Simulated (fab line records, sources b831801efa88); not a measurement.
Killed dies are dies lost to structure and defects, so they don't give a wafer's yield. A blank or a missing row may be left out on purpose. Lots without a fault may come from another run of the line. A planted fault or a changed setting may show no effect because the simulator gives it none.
Chamber matching | flow gf180mcu | GF_CONTACT_CMP_27 on cmp-01: 4 sister chambers
The step polishes, stops on SiO2, t overpolish 15 s, target thk 0 nm. 24 wafers are shown with their chamber, then 11 later ones without.

WAFERS WITH THEIR CHAMBER
wafer  | chamber | motor_current_A (A) | time_to_endpoint_s (s) | overpolish_run_s (s)
L112.2 | 2       | 10.8                | 73.6                   | 14.999
L112.4 | 1       | 10.8                | 72.4                   | 14.994
L112.6 | 2       | 10.8                | 81.5                   | 14.989
L115.4 | 0       | 11.7                | 78.5                   | 15.011
L115.5 | 2       | 10.7                | 79.1                   | 15.003
L115.6 | 1       | 10.7                | 77.6                   | 15.002
L116.2 | 3       | 12.1                | 77.6                   | 14.995
L116.5 | 2       | 11.4                | 78.2                   | 15.007
L116.6 | 1       | 11.0                | 75.6                   | 14.993
L117.1 | 2       | 10.9                | 74.8                   | 14.997
L117.4 | 0       | 11.2                | 72.4                   | 15.001
L117.5 | 2       | 11.5                | 74.0                   | 14.998
L119.1 | 3       | 12.2                | 78.2                   | 14.984
L119.2 | 1       | 11.1                | 74.6                   | 14.985
L119.6 | 2       | 11.2                | 75.2                   | 15.002
L120.3 | 2       | 11.4                | 76.5                   | 14.980
L120.5 | 0       | 10.4                | 72.2                   | 14.983
L123.3 | 1       | 10.8                | 74.0                   | 15.012
L123.4 | 0       | 10.3                | 73.7                   | 14.999
L122.4 | 1       | 11.6                | 67.4                   | 14.995
L130.3 | 2       | 11.2                | 71.3                   | 14.989
L130.5 | 1       | 11.8                | 72.6                   | 14.992
L130.6 | 2       | 10.7                | 69.8                   | 15.002
L131.1 | 2       | 11.2                | 69.9                   | 14.997

SIGNATURES (means of the wafers above)
reading            | chamber 0 | chamber 1 | chamber 2 | chamber 3 | scatter within a chamber
motor_current_A    | 10.900    | 11.114    | 11.073    | 12.150    | 0.408
time_to_endpoint_s | 74.200    | 73.457    | 74.900    | 77.900    | 3.39
overpolish_run_s   | 14.99850  | 14.99614  | 14.99664  | 14.98950  | 0.0087
Rule: a wafer's distance from a chamber is the root of the sum, over the readings, of the square of ((its reading less the chamber's mean) divided by the reading's scatter). The wafer belongs to the nearest chamber; if the next one is less than 2 further off, it can't be placed. The scatter: the root of (the sum of the squares of (reading less its chamber's mean) over the shown wafers, divided by (wafers less chambers)).

WAFERS WITHOUT THEIR CHAMBER
wafer  | motor_current_A (A) | time_to_endpoint_s (s) | overpolish_run_s (s)
L131.4 | 11.7                | 77.3                   | 15.003
L131.5 | 10.7                | 75.4                   | 14.992
L133.2 | 10.9                | 73.7                   | 14.997
L133.4 | 10.6                | 70.4                   | 14.996
L133.6 | 10.9                | 72.8                   | 15.001
L134.2 | 10.5                | 70.3                   | 15.004
L134.3 | 11.6                | 72.9                   | 15.015
L134.4 | 11.4                | 71.5                   | 15.003
L135.2 | 10.7                | 73.9                   | 14.985
L135.3 | 12.3                | 78.7                   | 15.006
L135.6 | 10.4                | 74.1                   | 14.989

WHICH CHAMBER EACH WENT THROUGH
wafer  | from the rows above               | in truth
L131.4 | can't be placed: 2 or 3 or 1 or 0 | 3
L131.5 | can't be placed: 0 or 2 or 1      | 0
L133.2 | can't be placed: 0 or 1 or 2      | 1
L133.4 | can't be placed: 0 or 1 or 2      | 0
L133.6 | can't be placed: 0 or 1 or 2      | 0
L134.2 | can't be placed: 0 or 1 or 2      | 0
L134.3 | can't be placed: 1 or 2 or 0 or 3 | 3
L134.4 | can't be placed: 1 or 2 or 0 or 3 | 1
L135.2 | can't be placed: 0 or 1 or 2      | 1
L135.3 | can't be placed: 3 or 2 or 1 or 0 | 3
L135.6 | can't be placed: 0 or 2 or 1      | 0
Placed correctly: 0 of 11. Can't be placed from these rows: 11 (the true chamber is among the candidates in 11). Placed wrongly: 0.
